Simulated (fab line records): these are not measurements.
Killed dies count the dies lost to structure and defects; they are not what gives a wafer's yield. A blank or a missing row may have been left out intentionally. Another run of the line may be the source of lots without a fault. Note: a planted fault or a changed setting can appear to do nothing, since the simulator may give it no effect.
Which tool was responsible?	flow gf180mcu	11 lots with 33 wafers sampled at 5 steps, on a route of 602 steps

WHAT THE GAUGES SHOWED, per wafer
GF_V2_THK_MEAS_01. Usual: V2_CVD_00_THK 604 nm, standard deviation 7.1.
lot	measured	on	V2_CVD_00_THK (nm)	flag
L628	day 20 14:04	film metro-04	600 607 608	
L629	day 20 17:02	film metro-02	603 600 597	
L630	day 20 20:45	film metro-01	600 604 619	
L632	day 21 21:52	film metro-01	599 602 611	
L634	day 22 18:24	film metro-02	613 595 605	
L635	day 22 19:53	film metro-04	601 607 616	
L643	day 25 12:20	film metro-01	610 610 606	
L644	day 25 18:07	film metro-02	614 617 612	
L645	day 25 18:23	film metro-04	605 604 610	
L646	day 26 13:53	film metro-02	604 605 592	
L647	day 26 14:33	film metro-01	608 604 604	

GF_M3_RS_MEAS_05: measurement is done with a four-point probe. Usual: M3_ALCU_RS 0.0695 ohm/sq, standard deviation 0.00066.
lot	measured	on	M3_ALCU_RS (ohm/sq)	flag
L628	day 21 16:21	film metro-03	0.0693 0.0686 0.0693	
L629	day 21 19:28	film metro-02	0.0703 0.0697 0.0703	
L630	day 21 22:55	film metro-03	0.0690 0.0694 0.0701	
L632	day 22 23:43	film metro-02	0.0695 0.0697 0.0701	
L634	day 23 19:50	film metro-01	0.0679 0.0690 0.0682 0.0680 0.0691 0.0682	
L635	day 23 20:44	film metro-02	0.0688 0.0700 0.0687 0.0688 0.0700 0.0689	
L643	day 26 11:41	film metro-02	0.0695 0.0680 0.0689	
L644	day 26 17:47	film metro-02	0.0692 0.0689 0.0695	
L645	day 26 17:53	film metro-01	0.0694 0.0696 0.0695	
L646	day 27 12:56	film metro-03	0.0708 0.0700 0.0705	
L647	day 27 14:34	film metro-03	0.0695 0.0684 0.0698	

WHICH TOOL RAN EACH LOT (tool, then ch and the chambers of the sampled wafers, then the start)
lot	GF_V2_ETCH_16	GF_V2_ETCH_17	GF_M3_SPUTTER_01
L628	rie diel-02 ch 0,1,2, day 21 14:46	rie diel-02 ch 0,1,2, day 21 16:14 or earlier	pvd sputter-03, day 21 16:14
L629	rie diel-03 ch 0,1,2, day 21 17:52	rie diel-03 ch 0,1,2, day 21 19:20 or earlier	pvd sputter-01, day 21 19:20
L630	rie diel-02 ch 0,2,3, day 21 21:19	rie diel-02 ch 0,2,3, day 21 22:46 or earlier	pvd sputter-03, day 21 22:46
L632	rie diel-04 ch 0,1,3, day 22 22:07	rie diel-04 ch 0,1,3, day 22 23:35 or earlier	pvd sputter-02, day 22 23:35
L634	rie diel-02 ch 0,1, day 23 18:01	rie diel-02 ch 0,1, day 23 19:41 or earlier	pvd sputter-01, day 23 19:41
L635	rie diel-03 ch 1,2, day 23 18:58	rie diel-03 ch 1,2, day 23 20:37 or earlier	pvd sputter-01, day 23 20:37
L643	rie diel-02 ch 0,2, day 26 10:04	rie diel-02 ch 0,2, day 26 11:34 or earlier	pvd sputter-01, day 26 11:34
L644	rie diel-04 ch 2,3, day 26 16:13	rie diel-04 ch 2,3, day 26 17:40 or earlier	pvd sputter-01, day 26 17:40
L645	rie diel-03 ch 1,2, day 26 16:13	rie diel-03 ch 1,2, day 26 17:46 or earlier	pvd sputter-02, day 26 17:46
L646	rie diel-03 ch 1,3, day 27 11:22	rie diel-03 ch 1,3, day 27 12:49 or earlier	pvd sputter-02, day 27 12:49
L647	rie diel-02 ch 0,1, day 27 12:58	rie diel-02 ch 0,1, day 27 14:25 or earlier	pvd sputter-01, day 27 14:25
- GF_V2_ETCH_16: etches BARC in N2/H2.
- GF_V2_ETCH_17: etches SiO2 in C4F8/O2/Ar, stops on TiN, target depth 630 nm.
- GF_M3_SPUTTER_01: material TiN, target thk 30 nm, time 25 s.

AS READ BY THE TOOLS THEMSELVES (means over the sampled wafers that have a number; for cases with no such wafer, the mark the record gives instead)
GF_V2_ETCH_16. Usual: drypump motor current A 5.6 A, standard deviation 0.62; n2 flow sccm 100.02 sccm, standard deviation 0.29; oes product au 0.854 a.u., standard deviation 0.0047; throttle valve pct 13.225 %, standard deviation 0.0091.
lot	tool	drypump motor current A (A)	n2 flow sccm (sccm)	oes product au (a.u.)	throttle valve pct (%)	flag
L628	rie diel-02	5.2	99.95	0.857	13.224	
L629	rie diel-03	5.9	99.88	0.850	13.233	
L630	rie diel-02	5.1	100.29	0.850	13.228	
L632	rie diel-04	5.7	99.67	0.853	13.224	
L634	rie diel-02	5.5	100.05	0.858	13.222	
L635	rie diel-03	6.3	100.21	0.853	13.216	
L643	rie diel-02	4.9	100.28	0.853	13.223	
L644	rie diel-04	5.9	100.12	0.857	13.228	
L645	rie diel-03	5.9	100.20	0.857	13.228	
L646	rie diel-03	5.8	99.82	0.853	13.227	
L647	rie diel-02	5.2	100.25	0.851	13.229	

GF_V2_ETCH_17. Usual: oes product au reads 0.856 a.u. (standard deviation 0.0047).
lot	tool	oes product au (a.u.)	flag
L628	rie diel-02	0.858	
L629	rie diel-03	0.854	
L630	rie diel-02	0.855	
L632	rie diel-04	0.855	
L634	rie diel-02	0.854	
L635	rie diel-03	0.856	
L643	rie diel-02	0.856	
L644	rie diel-04	0.859	
L645	rie diel-03	0.853	
L646	rie diel-03	0.857	
L647	rie diel-02	0.855	

GF_M3_SPUTTER_01. Usual: cathode dc power W 6500.1 W, standard deviation 1.2; chamber pressure pa 0.4000 Pa, standard deviation 0.0008; throttle valve pct 30.1 %, standard deviation 1.5.
lot	tool	cathode dc power W (W)	chamber pressure pa (Pa)	throttle valve pct (%)	flag
L628	pvd sputter-03	6500.9	0.4000	29.5	
L629	pvd sputter-01	6499.9	0.3992	29.4	
L630	pvd sputter-03	6501.2	0.3994	29.6	
L632	pvd sputter-02	6499.9	0.3999	30.5	
L634	pvd sputter-01	-	-	-	OFF
L635	pvd sputter-01	-	-	-	OFF
L643	pvd sputter-01	6499.2	0.4005	30.0	
L644	pvd sputter-01	6499.9	0.3999	28.3	
L645	pvd sputter-02	6500.2	0.3998	30.6	
L646	pvd sputter-02	6499.8	0.3993	30.7	
L647	pvd sputter-01	6499.1	0.4000	29.3	

THE ANSWER, worked out from the rows above alone
Rule: a lot counts as off when the mean over its wafers that have a number is more than 3 standard deviations away from the usual mean. A lot without any number at a reading at which 4 lots or more have one is off too. The other lots that the step has rows for count as sound. After the gauges, taken in route order, come the tools' own readings; for these a lot's mean is taken, as printed above. The first step at which some lot is off is used, and at that step the reading that is off furthest; a lot without a number counts as furthest.
Off: L634, L635 (GF_M3_SPUTTER_01, cathode dc power W). Without a number there: L634, L635.
If a tool, at that step or one of the process steps before it, ran each lot that is off and ran no sound lot following the first of them, it fits. GF_V2_ETCH_17 gives no start for some lots, so the hours and the order of its lots are those of GF_M3_SPUTTER_01. Not one of the candidates tried fits.

WHAT WAS PUT IN BY THE SIMULATOR
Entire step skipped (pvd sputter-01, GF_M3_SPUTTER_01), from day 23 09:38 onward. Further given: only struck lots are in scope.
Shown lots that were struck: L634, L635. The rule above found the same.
